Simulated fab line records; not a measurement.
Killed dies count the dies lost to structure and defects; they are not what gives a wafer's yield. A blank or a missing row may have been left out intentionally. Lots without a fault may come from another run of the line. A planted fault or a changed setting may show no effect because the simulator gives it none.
Chamber matching + flow sky130 + cmp-02 running SKY_VIA1_CMP_02: 4 sister chambers
The step polishes SiO2. 4 wafers are shown with their chamber, then 11 later ones without.

## WAFERS PAIRED WITH THEIR CHAMBERS
| wafer  | chamber | motor_current_A (A) |
|--------|---------|---------------------|
| L085.1 | 0       | 12.7                |
| L091.2 | 1       | 13.7                |
| L091.3 | 3       | 11.3                |
| L094.3 | 2       | 11.7                |

## WAFERS WITHOUT THEIR CHAMBER
| wafer  | motor_current_A (A) |
|--------|---------------------|
| L094.4 | 11.5                |
| L094.6 | 11.8                |
| L097.1 | 13.1                |
| L097.2 | 12.7                |
| L097.4 | 11.2                |
| L095.1 | 11.2                |
| L095.3 | 12.0                |
| L095.6 | 10.7                |
| L093.2 | 11.4                |
| L093.5 | 10.9                |
| L093.6 | 11.2                |

## EACH ONE'S CHAMBER
| wafer  | from the rows above          | in truth |
|--------|------------------------------|----------|
| L094.4 | can't be placed: 2 or 3      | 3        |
| L094.6 | can't be placed: 2 or 3      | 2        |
| L097.1 | can't be placed: 0 or 1      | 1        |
| L097.2 | 0                            | 0        |
| L097.4 | can't be placed: 3 or 2      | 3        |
| L095.1 | can't be placed: 3 or 2      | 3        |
| L095.3 | can't be placed: 2 or 0 or 3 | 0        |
| L095.6 | can't be placed: 3 or 2      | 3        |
| L093.2 | can't be placed: 3 or 2      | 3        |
| L093.5 | can't be placed: 3 or 2      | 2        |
| L093.6 | can't be placed: 3 or 2      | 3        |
Correctly placed: 1 of 11. From these rows, 10 cannot be placed; in 10 the true chamber is one of the candidates. 0 placed wrongly.
How it was worked out, from the rows above alone: a wafer's distance from a chamber is the root of the sum, over the readings, of the square of ((its reading less the chamber's mean) divided by the reading's scatter). The wafer belongs to the nearest chamber; if the next one is less than 2 further off, it can't be placed. For every chamber, the mean is computed from those of its wafers that are shown. The scatter: with one shown wafer a chamber, the root of the mean of the squares of how far each hidden wafer lies from its nearest shown one.
